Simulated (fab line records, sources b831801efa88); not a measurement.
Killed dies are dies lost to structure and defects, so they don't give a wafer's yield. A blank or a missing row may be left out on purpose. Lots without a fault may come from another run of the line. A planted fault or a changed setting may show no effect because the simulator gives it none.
Chamber matching | flow sky130 | SKY_VIA4_CMP_02 on cmp-01: 4 sister chambers
The step polishes SiO2. 18 wafers are shown with their chamber, then 9 later ones without.

WAFERS WITH THEIR CHAMBER
wafer  | chamber | motor_current_A (A)
L226.2 | 2       | 10.6
L226.4 | 0       | 10.5
L226.5 | 1       | 12.5
L234.2 | 0       | 10.1
L234.5 | 0       | 10.8
L234.6 | 1       | 12.7
L235.1 | 2       | 10.8
L235.3 | 0       | 10.6
L235.4 | 3       | 9.9
L238.1 | 3       | 9.3
L238.2 | 0       | 10.7
L238.5 | 2       | 11.1
L244.1 | 0       | 9.6
L244.3 | 3       | 9.3
L244.4 | 1       | 12.6
L245.1 | 2       | 10.6
L245.4 | 1       | 12.8
L245.5 | 2       | 10.9

SIGNATURES (means of the wafers above)
reading         | chamber 0 | chamber 1 | chamber 2 | chamber 3 | scatter within a chamber
motor_current_A | 10.383    | 12.650    | 10.800    | 9.500     | 0.327
Rule: a wafer's distance from a chamber is the root of the sum, over the readings, of the square of ((its reading less the chamber's mean) divided by the reading's scatter). The wafer belongs to the nearest chamber; if the next one is less than 2 further off, it can't be placed. The scatter: the root of (the sum of the squares of (reading less its chamber's mean) over the shown wafers, divided by (wafers less chambers)).

WAFERS WITHOUT THEIR CHAMBER
wafer  | motor_current_A (A)
L246.3 | 10.8
L246.5 | 9.9
L246.6 | 9.4
L248.1 | 10.2
L248.2 | 12.1
L248.3 | 10.7
L249.2 | 10.2
L249.4 | 11.0
L249.5 | 10.9

WHICH CHAMBER EACH WENT THROUGH
wafer  | from the rows above          | in truth
L246.3 | can't be placed: 2 or 0      | 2
L246.5 | can't be placed: 3 or 0 or 2 | 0
L246.6 | 3                            | 3
L248.1 | can't be placed: 0 or 2 or 3 | 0
L248.2 | 1                            | 1
L248.3 | can't be placed: 2 or 0      | 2
L249.2 | can't be placed: 0 or 2 or 3 | 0
L249.4 | can't be placed: 2 or 0      | 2
L249.5 | can't be placed: 2 or 0      | 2
Placed correctly: 2 of 9. Can't be placed from these rows: 7 (the true chamber is among the candidates in 7). Placed wrongly: 0.
